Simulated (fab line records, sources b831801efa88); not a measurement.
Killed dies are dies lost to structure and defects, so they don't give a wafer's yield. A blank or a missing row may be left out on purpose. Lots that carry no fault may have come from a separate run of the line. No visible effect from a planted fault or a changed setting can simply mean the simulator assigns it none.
Matching of chambers | flow gf180mcu | GF_V1_CMP_04 on cmp-01: 4 sister chambers
The step polishes SiO2. 8 wafers are shown with their chamber, then 7 later ones without.

WAFERS, EACH WITH ITS CHAMBER
wafer  | chamber | motor current A (A) | retaining ring pressure frac
L789.2 | 2       | 12.1                | 1.002
L790.5 | 1       | 13.4                | 0.994
L792.6 | 2       | 12.4                | 0.998
L793.3 | 1       | 12.6                | 1.001
L793.4 | 3       | 9.8                 | 0.995
L793.5 | 0       | 9.9                 | 1.001
L795.2 | 3       | 9.9                 | 0.996
L795.3 | 0       | 9.8                 | 0.995

WAFERS WITH NO CHAMBER GIVEN
wafer  | motor current A (A) | retaining ring pressure frac
L795.6 | 10.1                | 1.002
L797.2 | 12.5                | 1.009
L797.4 | 10.2                | 0.990
L797.6 | 13.5                | 0.995
L809.1 | 10.1                | 0.990
L809.2 | 10.1                | 1.008
L809.6 | 9.8                 | 0.999

THE CHAMBER EACH PASSED THROUGH
wafer  | from the rows above     | in truth
L795.6 | can't be placed: 0 or 3 | 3
L797.2 | can't be placed: 2 or 1 | 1
L797.4 | can't be placed: 3 or 0 | 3
L797.6 | 1                       | 1
L809.1 | can't be placed: 3 or 0 | 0
L809.2 | can't be placed: 0 or 3 | 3
L809.6 | can't be placed: 0 or 3 | 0
Correct placement for 1 of the 7. These rows do not allow placing 6 (true chamber among the candidates in 6). Wrongly placed: 0.
How it was worked out, from the rows above alone: a wafer's distance from a chamber is the root of the sum, over the readings, of the square of ((its reading less the chamber's mean) divided by the reading's scatter). If the next closest chamber is less than 2 further off than the closest, the wafer can't be placed; otherwise it belongs to the closest. Each chamber's mean is taken over the wafers shown for it. The scatter: the root of (the sum of the squares of (reading less its chamber's mean) over the shown wafers, divided by (wafers less chambers)).
